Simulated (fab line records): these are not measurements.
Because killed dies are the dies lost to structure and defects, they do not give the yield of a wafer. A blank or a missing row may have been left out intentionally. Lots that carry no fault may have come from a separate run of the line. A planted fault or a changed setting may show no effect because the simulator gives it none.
Split-lot trial | flow sky130 | 5 lots, 23 wafers read, on a route of 708 steps

ON THE SPLIT
At SKY_PWDE_COAT_02 (resist thk 3000 nm), the setting resist thk nm was moved away from the recipe's 3000 nm on 9 of the 23 wafers read, by -4.5% to +5.0%. The other wafers ran this setting at the recipe's value.

Reading taken at the split's own step.

THE READING
coat_of_PWDE_COAT_02.thk nm (the simulator's own value, which no gauge read), in nm, at SKY_PWDE_COAT_02 (resist thk 3000 nm). The file gives no usual value for it. The 14 wafers here that ran the recipe average 3003 nm, standard deviation 8.7 nm.

wafer  | tool, chamber at the split | resist thk nm as run, nm | against the recipe | coat_of_PWDE_COAT_02.thk nm, nm | against lot-mates on the recipe
L074.1 | litho track-04, 0          | 3000                     | recipe             | 2995                            | -
L074.2 | litho track-04, 0          | 3000                     | recipe             | 2995                            | -
L074.3 | litho track-04, 0          | 3141                     | +4.7%              | 3135                            | +138
L074.5 | litho track-04, 0          | 3141                     | +4.7%              | 3131                            | +134
L074.6 | litho track-04, 0          | 3000                     | recipe             | 3000                            | -
L077.1 | litho track-02, 0          | 3151                     | +5.0%              | 3162                            | +149
L077.5 | litho track-02, 0          | 3151                     | +5.0%              | 3162                            | +149
L077.2 | litho track-02, 0          | 3151                     | +5.0%              | 3169                            | +156
L077.3 | litho track-02, 0          | 3000                     | recipe             | 3011                            | -
L077.4 | litho track-02, 0          | 3000                     | recipe             | 3015                            | -
L079.2 | litho track-04, 0          | 3000                     | recipe             | 2998                            | -
L079.3 | litho track-04, 0          | 2866                     | -4.5%              | 2875                            | -127
L079.4 | litho track-04, 0          | 2866                     | -4.5%              | 2879                            | -123
L079.5 | litho track-04, 0          | 3000                     | recipe             | 3008                            | -
L079.6 | litho track-04, 0          | 3000                     | recipe             | 2999                            | -
L080.1 | litho track-03, 0          | 2943                     | -1.9%              | 2950                            | -63
L080.2 | litho track-03, 0          | 3000                     | recipe             | 3008                            | -
L080.3 | litho track-03, 0          | 3000                     | recipe             | 3018                            | -
L080.4 | litho track-03, 0          | 2943                     | -1.9%              | 2952                            | -61
L080.5 | litho track-03, 0          | 3000                     | recipe             | 3012                            | -
L082.4 | litho track-04, 0          | 3000                     | recipe             | 2995                            | -
L082.5 | litho track-04, 0          | 3000                     | recipe             | 2987                            | -
L082.6 | litho track-04, 0          | 3000                     | recipe             | 3005                            | -

FIT RESULTS
A straight line over all 23 wafers: coat_of_PWDE_COAT_02.thk nm changes by +29.6 nm for each +1% of resist thk nm; r = +0.99; the points scatter about the line by 9.2 nm.
The same after taking each lot's own level away (the mean of its wafers on the recipe; 23 wafers): +29.3 nm for each +1%; r = +1.00; scatter 5.1 nm.
On that fit, the largest move of resist thk nm shifts the reading by 1.5e+02 nm.
Across the lots, their own levels run from 2995.7 to 3013.0 nm, a range of 2.0 times the standard deviation given above.
So the lot-to-lot level changes the slope little: the two slopes agree.
Check: +148 nm against its lot-mates is what the line predicts for one of the wafers moved furthest among these (+5.0%) when that wafer is left out of the fit. It came out at +149 nm against them.

FURTHER SPLITS ON THESE WAFERS
Other splits were also applied to these wafers ahead of the reading. Each is held against what the fit with the lots' levels taken away leaves over:
other split on the same wafers      | wafers away from the commonest value | r with coat_of_PWDE_COAT_02.thk nm (lot level and that fit taken away)
SKY_FIELD_ISO_CVD_03 pressure mtorr | 10                                   | +0.17
SKY_FIELD_ISO_COAT_08 resist thk nm | 12                                   | +0.23
SKY_FIELD_ISO_WET_ETCH_28 time s    | 18                                   | -0.38
SKY_DNWELL_SOFTBAKE_03 temp c       | 12                                   | -0.10

THE WHOLE CHAIN: every reading that the file lists as answering this split, in the file's order
step              | what it does       | reading                                                                      | change (the file's fit)              | r (the file's)
SKY_PWDE_COAT_02  | resist thk 3000 nm | coat_of_PWDE_COAT_02.thk nm (the simulator's own value, which no gauge read) | +29.3 nm for each +1% of the setting | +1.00
SKY_PWDE_STRIP_09 | strips in O2/N2    | strip time to endpoint s                                                     | withheld for each +1% of the setting | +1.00

THE FILE'S OWN FIT
coat_of_PWDE_COAT_02.thk nm changes by +29.3 nm for each +1% of resist thk nm, r = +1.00.
